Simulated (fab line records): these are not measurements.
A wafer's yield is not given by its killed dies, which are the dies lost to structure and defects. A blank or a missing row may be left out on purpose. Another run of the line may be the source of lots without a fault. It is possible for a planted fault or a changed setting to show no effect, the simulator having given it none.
fab line records ; flow sky130
record lots=6; wafers=18; last_day=50
route steps=708 shown VT_ADJUST_LVTN@116 VT_ADJUST_NCORE@119 VT_ADJUST_HVTR@131 PAD_OPEN@708
lots that met no fault: taken from a fault-free run of the same line
start_h: the number of hours between the record's first day and the start of the first shown wafer of the lot ; wait_h: hours from the lot's prior step to this one ; " unchanged from the row above ; L1.1+2: a row that stands for several wafers ; - either no value or no given start ; * or withheld: withheld ; < > ~ a bound
route shown NAME@n: a module of which the file shows steps, and the number in the route of the first ; usual: the fault-free wafers' mean and standard deviation ; same: alike in all rows ; chamber/n: place in a boat ; sites: each site's reading ; _std_site: standard deviation across them ; _edge_site: mean of outer sites minus mean of inner sites ; radius_mm: how far each site lies from the wafer's centre ; mask NAME#n: copy n ; behind: tool/chamber where the wafer was last shaped ; hold: why the lot went on hold/how many hours it stayed there/how the hold came to an end ; device: the transistor (n, p or np) that didn't switch ; end of line: the tests these same wafers got at the end of their route ; where a step has no rows: the recipe by itself ; killed: the dies lost at the first sort to structure and to defects; this is not the yield of the wafer ; map: a wafer's dies, marking killed ones x, the rest . and places with no die _
set.NAME: the setting that was run; set.NAME@STEP: the one run at that earlier step ; model.NAME: the simulator's own value behind a step, which no gauge read
lots at selected steps of the route; one table per step, one row per wafer
services: from which hour (start_h, from the record's first day; less than 0 if before it) a tool's chamber was out of use, for how many hours, and why
## steps
# step SKY_VT_ADJUST_LVTN_IMPLANT_19
# recipe species=B; energy_kev=30; dose_cm2=6.5e+11; tilt_deg=withheld
# step SKY_VT_ADJUST_LVTN_STRIP_20
# recipe chemistry=O2/N2; power_w=1400; pressure_mtorr=1500; platen_temp_c=withheld; o2_flow_sccm=3000; n2_flow_sccm=300; overash_fraction=0.5
# usual drypump_motor_current_A=6.0/0.43; oes_product_au=0.715/0.0047; strip_time_to_endpoint_s=14.19/0.037
lot.wafer;tool;chamber;start_h;wait_h;drypump_motor_current_A;oes_product_au;rf_hours_counter_h;strip_time_to_endpoint_s
L225.2;plasma_asher-01;1;188.22;0.1;6.5;0.711;7;14.12
L225.4;plasma_asher-01;1;188.22;0.1;6.5;0.717;-;14.16
L225.6;plasma_asher-01;1;188.22;0.1;6.5;0.710;-;14.14
L227.2;plasma_asher-01;1;193.90;0.1;6.5;0.710;8;14.22
L227.3;plasma_asher-01;0;193.90;0.1;6.2;0.723;-;14.22
L227.4;plasma_asher-01;1;193.90;0.1;6.5;0.719;-;14.18
L240.3;plasma_asher-01;1;295.08;0.1;6.5;0.715;-;14.28
L240.4;plasma_asher-01;0;295.08;0.1;6.3;0.716;-;14.19
L240.6;plasma_asher-01;1;295.08;0.1;6.5;0.711;-;14.22
L241.1;plasma_asher-03;0;297.10;0.1;5.5;0.718;50;14.18
L241.2;plasma_asher-03;1;297.10;0.1;5.9;0.718;50;14.18
L241.6;plasma_asher-03;1;297.10;0.1;5.9;0.720;-;14.17
L242.3;plasma_asher-01;0;300.58;0.1;6.2;0.719;-;14.21
L242.5;plasma_asher-01;0;300.58;0.1;6.2;0.709;-;14.19
L242.6;plasma_asher-01;1;300.58;0.1;6.5;0.718;-;14.20
L244.1;plasma_asher-01;1;315.87;0.1;6.5;0.708;20;14.16
L244.4;plasma_asher-01;1;315.87;0.1;6.5;0.716;-;14.20
L244.6;plasma_asher-01;1;315.87;0.1;6.5;0.722;-;14.14
# step SKY_VT_ADJUST_LVTN_TW_MEAS_21
# usual VT_ADJUST_LVTN_2_TW=189.6/1.9
lot.wafer;tool;chamber;start_h;wait_h;VT_ADJUST_LVTN_2_TW
L225.2;film_metro-01;-;188.33;0.1;191.6
L225.4;film_metro-01;-;188.33;0.1;190.9
L225.6;film_metro-01;-;188.33;0.1;190.7
L227.2;film_metro-01;-;194.01;0.1;191.6
L227.3;film_metro-01;-;194.01;0.1;191.5
L227.4;film_metro-01;-;194.01;0.1;190.7
L240.3;film_metro-03;-;295.17;0.1;187.8
L240.4;film_metro-03;-;295.17;0.1;189.2
L240.6;film_metro-03;-;295.17;0.1;188.2
L241.1;film_metro-01;-;297.20;0.1;191.2
L241.2;film_metro-01;-;297.20;0.1;191.3
L241.6;film_metro-01;-;297.20;0.1;190.6
L242.3;film_metro-03;-;300.67;0.1;188.9
L242.5;film_metro-03;-;300.67;0.1;187.7
L242.6;film_metro-03;-;300.67;0.1;188.3
L244.1;film_metro-03;-;315.97;0.1;188.2
L244.4;film_metro-03;-;315.97;0.1;188.2
L244.6;film_metro-03;-;315.97;0.1;187.5
# step SKY_VT_ADJUST_NCORE_DEHYDRATE_00
# recipe temp_c=200; time_s=60
# step SKY_VT_ADJUST_NCORE_HMDS_01
# recipe prime_time_s=60; prime_temp_c=120
# step SKY_VT_ADJUST_NCORE_COAT_02
# recipe resist=NOVOLAK; spin_rpm=3000; resist_thk_nm=1140
# step SKY_VT_ADJUST_NCORE_SOFTBAKE_03
# recipe temp_c=90; time_s=60; resist=NOVOLAK
# step SKY_VT_ADJUST_NCORE_EXPOSE_04
# recipe mask_id=LVTN_COMPLEMENT_THIN; na=0.6; source_shape=conventional; sigma_outer=0.6; polarization=unpolarized; target_cd_nm=380; dose_mj=139
# step SKY_VT_ADJUST_NCORE_PEB_05
# recipe temp_c=withheld; time_s=*; resist=NOVOLAK
# step SKY_VT_ADJUST_NCORE_DEVELOP_06
# recipe resist=NOVOLAK; developer=TMAH; develop_time_s=60; dev_temp_c=23
# step SKY_VT_ADJUST_NCORE_CD_MEAS_07
# recipe target_cd_nm=380
# usual cd_nm=379.6/2.1
lot.wafer;tool;chamber;start_h;wait_h;cd_nm
L225.2;cd_sem-02;-;209.36;0.1;381.3
L225.4;cd_sem-02;-;209.36;0.1;381.2
L225.6;cd_sem-02;-;209.36;0.1;378.1
L227.2;cd_sem-02;-;215.08;0.1;379.8
L227.3;cd_sem-02;-;215.08;0.1;378.5
L227.4;cd_sem-02;-;215.08;0.1;378.6
L240.3;cd_sem-01;-;320.10;0.1;377.7
L240.4;cd_sem-01;-;320.10;0.1;377.9
L240.6;cd_sem-01;-;320.10;0.1;380.4
L241.1;cd_sem-01;-;322.71;0.1;378.6
L241.2;cd_sem-01;-;322.71;0.1;378.6
L241.6;cd_sem-01;-;322.71;0.1;378.7
L242.3;cd_sem-01;-;325.75;0.1;380.0
L242.5;cd_sem-01;-;325.75;0.1;379.6
L242.6;cd_sem-01;-;325.75;0.1;379.8
L244.1;cd_sem-02;-;341.71;0.1;381.3
L244.4;cd_sem-02;-;341.71;0.1;380.7
L244.6;cd_sem-02;-;341.71;0.1;379.2
# step SKY_VT_ADJUST_NCORE_OVL_MEAS_08
# usual VT_ADJUST_NCORE_OVL=-0.4/1.5
lot.wafer;tool;chamber;start_h;wait_h;VT_ADJUST_NCORE_OVL[nm]
L225.2;overlay-01;-;209.46;0.1;1.2
L225.4;overlay-01;-;209.46;0.1;1.5
L225.6;overlay-01;-;209.46;0.1;1.5
L227.2;overlay-02;-;215.20;0.1;-1.3
L227.3;overlay-02;-;215.20;0.1;-0.2
L227.4;overlay-02;-;215.20;0.1;0.0
L240.3;overlay-02;-;320.20;0.1;-0.6
L240.4;overlay-02;-;320.20;0.1;0.3
L240.6;overlay-02;-;320.20;0.1;-1.7
L241.1;overlay-02;-;322.83;0.1;0.3
L241.2;overlay-02;-;322.83;0.1;1.6
L241.6;overlay-02;-;322.83;0.1;-2.5
L242.3;overlay-01;-;325.85;0.1;-1.2
L242.5;overlay-01;-;325.85;0.1;-1.2
L242.6;overlay-01;-;325.85;0.1;-3.1
L244.1;overlay-01;-;341.83;0.1;0.6
L244.4;overlay-01;-;341.83;0.1;0.7
L244.6;overlay-01;-;341.83;0.1;-0.7
# step SKY_VT_ADJUST_NCORE_IMPLANT_09
# recipe species=B; energy_kev=10; dose_cm2=2.4e+12; tilt_deg=withheld
lot.wafer;tool;chamber;start_h;wait_h
L225.2+4+6;implanter-02;0;209.52;0.0
L225.2+4+6;implanter-02;0;209.83;0.3
L227.2+3+4;implanter-04;0;215.25;0.0
L227.2+3+4;implanter-04;0;215.57;0.3
L240.3+4+6;implanter-04;0;320.27;0.1
L241.1+2+6;implanter-01;0;322.87;0.0
L242.3+5+6;implanter-01;0;325.92;0.1
L244.1+4+6;implanter-01;0;341.87;0.0
# step SKY_VT_ADJUST_NCORE_STRIP_10
# recipe chemistry=O2/N2; power_w=1400; pressure_mtorr=1500; platen_temp_c=withheld; o2_flow_sccm=3000; n2_flow_sccm=300; overash_fraction=0.5
# usual drypump_motor_current_A=5.9/0.33; oes_product_au=0.715/0.0052; strip_time_to_endpoint_s=14.20/0.04
lot.wafer;tool;chamber;start_h;wait_h;drypump_motor_current_A;oes_product_au;rf_hours_counter_h;strip_time_to_endpoint_s
L225.2;plasma_asher-03;0;209.96;0.1;5.5;0.712;41;14.17
L225.4;plasma_asher-03;0;209.96;0.1;5.5;0.714;-;14.16
L225.6;plasma_asher-03;0;209.96;0.1;5.5;0.712;-;14.18
L227.2;plasma_asher-03;1;215.70;0.1;5.9;0.714;42;14.17
L227.3;plasma_asher-03;0;215.70;0.1;5.5;0.720;-;14.20
L227.4;plasma_asher-03;1;215.70;0.1;5.9;0.705;-;14.18
L240.3;plasma_asher-01;0;320.40;0.1;6.3;0.718;-;14.17
L240.4;plasma_asher-01;1;320.40;0.1;6.5;0.723;-;14.19
L240.6;plasma_asher-01;1;320.40;0.1;6.5;0.709;-;14.15
L241.1;plasma_asher-03;0;323.02;0.1;5.5;0.713;53;14.21
L241.2;plasma_asher-03;1;323.02;0.1;5.9;0.723;53;14.21
L241.6;plasma_asher-03;1;323.02;0.1;5.9;0.718;-;14.21
L242.3;plasma_asher-03;1;326.05;0.1;5.9;0.716;-;14.25
L242.5;plasma_asher-03;0;326.05;0.1;5.5;0.715;-;14.30
L242.6;plasma_asher-03;1;326.05;0.1;5.9;0.719;-;14.27
L244.1;plasma_asher-03;1;342.02;0.1;5.9;0.722;54;14.15
L244.4;plasma_asher-03;1;342.02;0.1;5.9;0.720;-;14.25
L244.6;plasma_asher-03;1;342.02;0.1;5.9;0.728;-;14.21
# step SKY_VT_ADJUST_NCORE_TW_MEAS_11
# usual VT_ADJUST_NCORE_TW=221.6/1.8
lot.wafer;tool;chamber;start_h;wait_h;VT_ADJUST_NCORE_TW
L225.2;film_metro-01;-;210.07;0.1;274.9
L225.4;film_metro-01;-;210.07;0.1;270.7
L225.6;film_metro-01;-;210.07;0.1;271.6
L225.2;film_metro-01;-;210.30;0.2;273.7
L225.4;film_metro-01;-;210.30;0.2;273.6
L225.6;film_metro-01;-;210.30;0.2;271.0
L227.2;film_metro-01;-;215.81;0.1;272.8
L227.3;film_metro-01;-;215.81;0.1;271.6
L227.4;film_metro-01;-;215.81;0.1;272.6
L227.2;film_metro-01;-;216.03;0.2;273.1
L227.3;film_metro-01;-;216.03;0.2;271.2
L227.4;film_metro-01;-;216.03;0.2;271.3
L240.3;film_metro-04;-;320.49;0.1;221.9
L240.4;film_metro-04;-;320.49;0.1;222.7
L240.6;film_metro-04;-;320.49;0.1;222.6
L241.1;film_metro-03;-;323.12;0.1;218.4
L241.2;film_metro-03;-;323.12;0.1;218.4
L241.6;film_metro-03;-;323.12;0.1;219.1
L242.3;film_metro-01;-;326.14;0.1;224.1
L242.5;film_metro-01;-;326.14;0.1;222.9
L242.6;film_metro-01;-;326.14;0.1;224.1
L244.1;film_metro-03;-;342.12;0.1;219.7
L244.4;film_metro-03;-;342.12;0.1;220.9
L244.6;film_metro-03;-;342.12;0.1;221.0
# step SKY_VT_ADJUST_HVTR_DEHYDRATE_00
# recipe temp_c=200; time_s=60
# step SKY_PAD_OPEN_PROBE_99
# usual killed_at_M0_to_M3=42/6.6; killed_at_M4_up=3.1/1.9; killed_at_contacts=25/5.7; killed_at_front_end=16/5; killed_at_other=0.2/0.38; killed_dies=86/9.6; killed_open=47/7.2; killed_short=39/6.2
# same gross_dies=492; killed_at_back_side=0
lot.wafer;tool;chamber;start_h;wait_h;killed_at_M0_to_M3;killed_at_M4_up;killed_at_contacts;killed_at_front_end;killed_at_other;killed_dies;killed_open;killed_short
L240.3;prober-02;-;1189.86;0.2;51;1;24;24;0;100;65;35
L240.4;prober-02;-;1189.91;0.2;39;3;24;10;1;77;45;32
L240.6;prober-02;-;1190.01;0.2;44;8;14;16;0;82;45;37
L241.1;prober-01;-;1191.85;0.1;36;6;23;12;0;77;41;36
L241.2;prober-01;-;1191.90;0.1;42;5;25;14;0;86;46;40
L241.6;prober-01;-;1192.10;0.2;43;2;32;20;0;97;49;48
L244.1;prober-02;-;1197.80;0.1;42;2;25;10;1;80;47;33
L244.4;prober-02;-;1197.95;0.2;53;3;22;9;0;87;40;47
L244.6;prober-02;-;1198.05;0.2;44;5;21;9;0;79;39;40
# killed by level:class
L240.3 VIA1:geometric_particle:open=14 VIA2:geometric_particle:open=11 LI_CONTACT:geometric_particle:open=10 CONTACT:geometric_particle:open=8 VIA1:geometric_particle:short=6 POLY_GATE:geometric_particle:open=5 FIELD_ISO:geometric_particle:open=4 POLY_GATE:geometric_particle:short=4
L240.4 CONTACT:geometric_particle:open=14 METAL1:geometric_particle:short=9 VIA1:geometric_particle:open=6 VIA3:geometric_particle:open=5 LI_CONTACT:geometric_particle:open=4 METAL2:geometric_particle:short=4 POLY_GATE:geometric_particle:open=3 VIA3:geometric_particle:short=3
L240.6 VIA2:geometric_particle:open=13 VIA3:geometric_particle:open=12 METAL4:geometric_particle:short=8 FIELD_ISO:geometric_particle:short=7 VIA1:geometric_particle:open=7 FIELD_ISO:geometric_particle:open=5 LOCAL_INTERCONNECT:geometric_particle:short=4 CONTACT:geometric_particle:open=4
L241.1 CONTACT:geometric_particle:short=8 LI_CONTACT:geometric_particle:open=7 VIA1:geometric_particle:open=7 VIA1:geometric_particle:short=6 CONTACT:geometric_particle:open=5 METAL1:geometric_particle:open=4 METAL4:geometric_particle:short=4 METAL2:geometric_particle:short=4
L241.2 CONTACT:geometric_particle:short=8 VIA1:geometric_particle:open=8 VIA3:geometric_particle:open=7 VIA2:geometric_particle:open=6 CONTACT:geometric_particle:open=6 METAL2:geometric_particle:short=5 VIA1:geometric_particle:short=4 POLY_GATE:geometric_particle:short=4
L241.6 VIA1:geometric_particle:open=10 LI_CONTACT:geometric_particle:open=9 CONTACT:geometric_particle:open=9 FIELD_ISO:geometric_particle:short=7 CONTACT:geometric_particle:short=7 VIA3:geometric_particle:open=7 METAL1:geometric_particle:short=6 POLY_GATE:geometric_particle:short=5
L244.1 VIA1:geometric_particle:open=11 CONTACT:geometric_particle:open=10 VIA3:geometric_particle:open=7 LI_CONTACT:geometric_particle:open=6 LOCAL_INTERCONNECT:geometric_particle:short=5 VIA2:geometric_particle:open=5 FIELD_ISO:geometric_particle:open=4 VIA1:geometric_particle:short=4
L244.4 VIA1:geometric_particle:open=12 METAL1:geometric_particle:short=11 METAL2:geometric_particle:short=7 VIA1:geometric_particle:short=7 VIA3:geometric_particle:open=7 CONTACT:geometric_particle:open=6 LI_CONTACT:geometric_particle:open=4 LOCAL_INTERCONNECT:geometric_particle:short=4
L244.6 VIA1:geometric_particle:open=10 METAL2:geometric_particle:short=9 CONTACT:geometric_particle:open=7 VIA1:geometric_particle:short=6 VIA2:geometric_particle:open=6 LOCAL_INTERCONNECT:geometric_particle:short=4 CONTACT:geometric_particle:short=4 METAL4:geometric_particle:short=4
## services
tool;chamber;start_h;hours;kind
plasma_asher-01;-;175.24;3.8;repair
plasma_asher-03;-;194.18;3.4;repair
implanter-01;-;205.07;5.2;repair
implanter-04;-;230.15;12.5;pm
implanter-04;-;254.27;8.8;repair
implanter-02;-;282.18;5.3;repair
## key
first_sign step=SKY_VT_ADJUST_NCORE_IMPLANT_09; reading=visit; direction=added
effect step=SKY_VT_ADJUST_NCORE_TW_MEAS_11; reading=visit; direction=added
effect step=SKY_VT_ADJUST_NCORE_TW_MEAS_11; reading=VT_ADJUST_NCORE_TW; direction=up; sigmas=28; usual=221.6; struck=272.4
met_at SKY_VT_ADJUST_NCORE_IMPLANT_09
struck_wafers L225.2,L225.4,L225.6,L227.2,L227.3,L227.4
tester_left_out L225,L227
fault kind=repeated_step_whole; tool=implanter-01,implanter-02,implanter-04; chamber=-; onset_h=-; steps=SKY_VT_ADJUST_NCORE_IMPLANT_09; times=1; scope=struck_lots_only
# tester_left_out: of these lots the tester's yield and bins aren't shown, on N5 and GAA mostly nor the transistor test; their killed dies are dies lost to structure and defects alone, not to doping, threshold or leakage, so they don't give the yield
